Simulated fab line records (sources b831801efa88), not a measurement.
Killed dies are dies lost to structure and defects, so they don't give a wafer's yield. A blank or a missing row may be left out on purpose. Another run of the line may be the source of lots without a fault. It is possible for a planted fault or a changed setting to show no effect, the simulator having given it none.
A struck lot beside a sound one -- flow sfq-line -- 21 steps out of a route of 325
Sound: these wafers, L870.2, L870.3, L870.5. Wafers struck: L881.3, L881.5, L881.6. The cause comes at the end.
Per side, at each step with rows, come the tool, then ch with its chambers, and then its first start. Under that, the readings that differ: sound wafers -- struck wafers -- difference of the means -- sigmas: that difference in standard deviations of wafers without a fault.
alike: a reading whose means differ by less than 2 such deviations, as well as words and numbers matching on both sides. not compared: withheld readings; readings where some wafer has no value; bounds like >300 that might hide an equal value; numbers whose values overlap and for which the record gives no deviation.
The two part at a step that has a row with sigmas, a row that says differs or no value, or rows on one side only. Numbers that don't overlap but have no deviation are shown without sigmas and don't part them. A reading that every wafer of one side lacks parts them only if that side has two wafers or more.

first, 2 steps without rows for these wafers: SFQ_TRILAYER_M3_LITHO_PEB_078 (peb time 60 s); SFQ_TRILAYER_M3_LITHO_DEVELOP_077 (time 60 s).
SFQ_M3_OVL_MEAS_921:
  sound on overlay-01, day 29 19:27; struck on overlay-02, day 34 20:29
  alike: M3_OVL
then, 4 steps without rows for these wafers: SFQ_TRILAYER_M3_BARC_OPEN_METAL_ETCH_100 (etches BARC in O2, target depth 125 nm, time 41.7 s); SFQ_TRILAYER_M3_ETCH_METAL_ETCH_078 (etches Nb in Cl2/Ar, stops on SiO2, target depth 240 nm, time 120 s); SFQ_TRILAYER_M3_STRIP_STRIP_079 (strips in O2); SFQ_TRILAYER_M3_STRIP_SOLV_CLEAN_080 (cleans in NMP, time 600 s).
SFQ_TRILAYER_I3_DEP_PECVD_081: deposits SiO2 from SiH4/N2O, time 111.11 s, target thk 500 nm.
  sound on pecvd-01 ch 1,2, day 29 20:27; struck on pecvd-01 ch 0,1, day 34 21:31
  alike: heater-power-w, throttle-valve-pct
SFQ_TRILAYER_I3_CMP_CMP_082: polishes SiO2.
  sound on cmp-02 ch 1,2,3, day 30 16:21; struck on cmp-01 ch 1,2,3, day 35 17:31
  alike: head-pressure-psi, motor-current-A, slurry-flow-ml-min, time-to-endpoint-s
SFQ_I3_BOW_MEAS_922:
  sound on film-metro-02, day 30 18:52; struck on film-metro-03, day 35 19:34
  alike: I3_BOW
SFQ_TRILAYER_I3_METRO_MEASURE_083:
  sound on film-metro-02, day 30 19:10; struck on film-metro-03, day 35 20:02
  alike: thk-nm
then, 1 step without rows for these wafers: SFQ_TRILAYER_I3_VIA_LITHO_COAT_090 (resist thk 62 nm).
SFQ_TRILAYER_I3_VIA_LITHO_COAT_085: resist thk 650 nm.
  sound on litho-track-03 ch 0, day 30 20:31; struck on litho-track-04 ch 0, day 35 21:14
reading,sound,struck,difference,sigmas
spin-speed-rpm (rpm),2998.0 2998.1 2999.4,2805.0 2801.7 2804.4,-194.8,-97
model.KrF_of_TRILAYER_I3_VIA_LITHO_COAT_085.thk-nm (nm),649.8 649.5 649.6,673.9 671.5 672.9,+23.1,
then, 4 steps without rows for these wafers: SFQ_TRILAYER_I3_VIA_LITHO_SOFTBAKE_089; SFQ_TRILAYER_I3_VIA_LITHO_EXPOSE_086 (exposes mask I3, target cd 500 nm); SFQ_TRILAYER_I3_VIA_LITHO_PEB_088 (peb time 60 s); SFQ_TRILAYER_I3_VIA_LITHO_DEVELOP_087 (time 60 s).
-- the record jumps here: 6 days lie between the struck wafers' starts before and after --
SFQ_I3_OVL_MEAS_923:
  sound on overlay-02, day 31 00:53; struck on overlay-02, day 41 13:23
reading,sound,struck,difference,sigmas
I3_OVL (nm),-3 3 9,-16 -18 -9,-17,-3
SFQ_TRILAYER_I3_VIA_BARC_OPEN_VIA_ETCH_121: etches BARC in O2, target depth 125 nm, time 41.7 s.
  sound on rie-diel-04 ch 1,2,3, day 31 00:55; struck on rie-diel-04 ch 2,3, day 41 13:25
  alike: drypump-motor-current-A, oes-product-au
  not compared: rf-hours-counter-h
SFQ_TRILAYER_I3_VIA_ETCH_VIA_ETCH_088: etches SiO2 in CHF3, stops on Nb, target depth 260 nm.
  sound on rie-diel-04 ch 1,2,3, day 31 00:57; struck on rie-diel-04 ch 2,3, day 41 13:27
reading,sound,struck,difference,sigmas
model.KrF_of_TRILAYER_I3_VIA_LITHO_COAT_085.thk-nm (nm),526.2 526.2 528.1,552.8 550.1 552,+24.8,
  alike: drypump-motor-current-A, oes-product-au
SFQ_TRILAYER_I3_VIA_STRIP_STRIP_089: strips in O2.
  sound on rie-metal-01 ch 0,1, day 31 01:04; struck on rie-metal-02 ch 0,1, day 41 13:46
  alike: drypump-motor-current-A, oes-product-au
  not compared: rf-hours-counter-h

## WHERE THEY PART
Earliest at SFQ_TRILAYER_I3_VIA_LITHO_COAT_085; latest, in this record, at SFQ_I3_OVL_MEAS_923. Later steps at which nothing parts them and some readings are alike: SFQ_TRILAYER_I3_VIA_BARC_OPEN_VIA_ETCH_121, SFQ_TRILAYER_I3_VIA_ETCH_VIA_ETCH_088, SFQ_TRILAYER_I3_VIA_STRIP_STRIP_089.

WHY: whatever the simulator had introduced
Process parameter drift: litho-track-04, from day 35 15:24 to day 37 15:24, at SFQ_TRILAYER_I3_VIA_LITHO_COAT_085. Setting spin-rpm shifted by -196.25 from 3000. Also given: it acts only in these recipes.
